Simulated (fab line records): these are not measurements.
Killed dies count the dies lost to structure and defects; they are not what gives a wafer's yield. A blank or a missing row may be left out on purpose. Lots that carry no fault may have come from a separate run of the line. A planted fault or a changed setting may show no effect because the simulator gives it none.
Comparing a struck lot with a sound one :: flow sky130 :: 16 steps out of a route of 708
Sound: wafers L737.1, L737.3, L737.6. The struck wafers were L740.2, L740.3, L740.5. The cause is named last.
At each step with rows: each side's tool, then ch and its chambers, then its first start. Under that, the readings that differ: sound wafers :: struck wafers :: difference of the means :: sigmas: that difference in standard deviations of wafers without a fault.
alike: readings with means less than 2 such deviations apart, plus words and numbers identical on both sides. not compared: withheld readings, readings lacking a value on some wafer, bounds such as >300 that could conceal the same value, and numbers that have no deviation in the record and whose values overlap.
A row with sigmas, a row that says differs or no value, or rows on one side alone: a step with any of these is where the two part. When numbers do not overlap yet have no deviation, they are printed without sigmas and do not part them. A reading missing from all wafers of one side parts the sides only when that side holds two or more wafers.

SKY_VIA2_BOW_MEAS_03:
  sound: film_metro-03 at day 37 02:59; struck: film_metro-01 at day 38 01:52
  alike: VIA2_BOW
then, 8 steps without rows for these wafers: SKY_VIA2_DEHYDRATE_04 (time 60 s); SKY_VIA2_HMDS_05 (prime time 60 s); SKY_VIA2_COAT_06 (resist thk 60 nm); SKY_VIA2_COAT_07 (resist thk 450 nm); SKY_VIA2_SOFTBAKE_08 (time 90 s); SKY_VIA2_EXPOSE_09 (exposes mask VIM2, target cd 200 nm); SKY_VIA2_PEB_10; SKY_VIA2_DEVELOP_11 (develop time 60 s).
SKY_VIA2_CD_MEAS_12: target cd 200 nm.
  sound: cd_sem-01 at day 38 04:52; struck: cd_sem-02 at day 39 02:26
reading: cd_nm (nm)
sound: 201.9 202.2 203.0
struck: 198.8 200.2 197.3
difference: -3.6
sigmas: -2
SKY_VIA2_OVL_MEAS_13:
  sound: overlay-01 at day 38 04:59; struck: overlay-02 at day 39 02:32
  alike: VIA2_OVL
SKY_VIA2_ETCH_14: etches BARC in N2/H2, stops on SiO2, time 45.9 s, target depth 60 nm.
  sound on rie_diel-02 ch 0,1,3, day 38 05:01; struck on rie_diel-02 ch 1,3, day 39 02:34
  alike: drypump_motor_current_A, oes_product_au, throttle_valve_pct
  not compared: rf_hours_counter_h
SKY_VIA2_ETCH_15: etches SiO2 in C4F8/O2/Ar, stops on TiN, target depth 546 nm, time 84 s.
  sound on rie_diel-02 ch 0,1,3, day 38 05:04; struck on rie_diel-02 ch 1,3, day 39 02:37
reading: model.KrF-thick_of_VIA2_COAT_07.thk_nm (nm)
sound: 282.7 286.3 282.2
struck: 245.7 249.1 250.5
difference: -35.3
sigmas: 

reading: model.VIA2.feature_depth_nm (nm)
sound: 494.7 493.4 493.6
struck: 502.4 501.8 502.5
difference: +8.3
sigmas: 

reading: model.TiN_of_METAL2_SPUTTER_04.thk_nm (nm)
sound: 69.31 67.73 68.08
struck: 62.54 63.27 63.53
difference: -5.26
sigmas: 
  alike: oes_product_au
  not compared: rf_hours_counter_h
SKY_VIA2_STRIP_16: strips in O2/N2.
  sound on plasma_asher-03 ch 0,1, day 38 05:07; struck on plasma_asher-04 ch 0,1, day 39 02:43
reading: oes_product_au (a.u.)
sound: 0.400 0.404 0.405
struck: 0.386 0.387 0.386
difference: -0.017
sigmas: -4

reading: strip_time_to_endpoint_s (s)
sound: 4.05 4.07 4.04
struck: 3.63 3.68 3.71
difference: -0.38
sigmas: -13
  alike: drypump_motor_current_A
  not compared: rf_hours_counter_h
then, 1 step without rows for these wafers: SKY_VIA2_STRIP_17 (strips in post etch residue remover, time 1200 s).
-- the record jumps here: 9 days lie between the struck wafers' starts before and after (it left off in module VIA2 and takes up again in module PAD_OPEN, whose first step shown is number 708 of the route) --
SKY_PAD_OPEN_PROBE_99:
  record: rows for the struck wafers here (prober-02, day 48 02:16), none for the sound ones

WHERE THEY PART
At SKY_VIA2_CD_MEAS_12 first; at SKY_PAD_OPEN_PROBE_99 last (within this record only).

WHY: what had been put in by the simulator
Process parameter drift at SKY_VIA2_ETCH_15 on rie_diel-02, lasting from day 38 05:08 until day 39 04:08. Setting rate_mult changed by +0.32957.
